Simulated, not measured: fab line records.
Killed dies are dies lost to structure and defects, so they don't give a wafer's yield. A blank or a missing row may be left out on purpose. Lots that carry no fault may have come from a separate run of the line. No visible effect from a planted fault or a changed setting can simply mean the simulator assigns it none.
Chamber matching    flow gf180mcu    GF_STI_WET_ETCH_26 on wetBench-02 has 3 sister chambers
The step etches SiO2 in dHF, target depth 94 nm, time 188 s. 14 wafers are shown with their chamber, then 7 later ones without.

WAFERS WITH THEIR CHAMBER
wafer   chamber  runLengthS (s)
L792.2  3        214.7
L792.3  3        214.7
L792.5  3        214.7
L795.1  1        221.0
L795.2  1        221.0
L795.4  1        221.0
L796.3  3        213.9
L796.4  3        213.9
L796.5  3        213.9
L798.1  2        213.5
L798.3  2        213.5
L798.4  2        213.5
L800.1  1        214.6
L800.3  1        214.6

SIGNATURES (averages over the wafers above)
reading     chamber 1  chamber 2  chamber 3  scatter within a chamber
runLengthS  218.440    213.500    214.300    2.13
Rule: for each reading, subtract the chamber's mean from the wafer's reading, divide by that reading's scatter and square the result; add these up over the readings and take the root, which gives the wafer's distance from the chamber. The wafer belongs to the nearest chamber; if the next one is less than 2 further off, it can't be placed. The scatter: take each reading less its chamber's mean, square it, sum over the shown wafers, divide by the number of wafers less the number of chambers, and take the root.

WAFERS WHOSE CHAMBER IS MISSING
wafer   runLengthS (s)
L800.6  214.6
L801.1  221.0
L801.3  221.0
L801.6  221.0
L803.1  214.5
L803.3  214.5
L803.6  214.5

EACH ONE'S CHAMBER
wafer   from the rows above           in truth
L800.6  can't be placed: 3 or 2 or 1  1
L801.1  can't be placed: 1 or 3       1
L801.3  can't be placed: 1 or 3       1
L801.6  can't be placed: 1 or 3       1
L803.1  can't be placed: 3 or 2 or 1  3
L803.3  can't be placed: 3 or 2 or 1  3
L803.6  can't be placed: 3 or 2 or 1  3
Placed correctly: 0 of 7. Not placeable from these rows: 7 (in 7, the candidates include the true chamber). 0 placed wrongly.
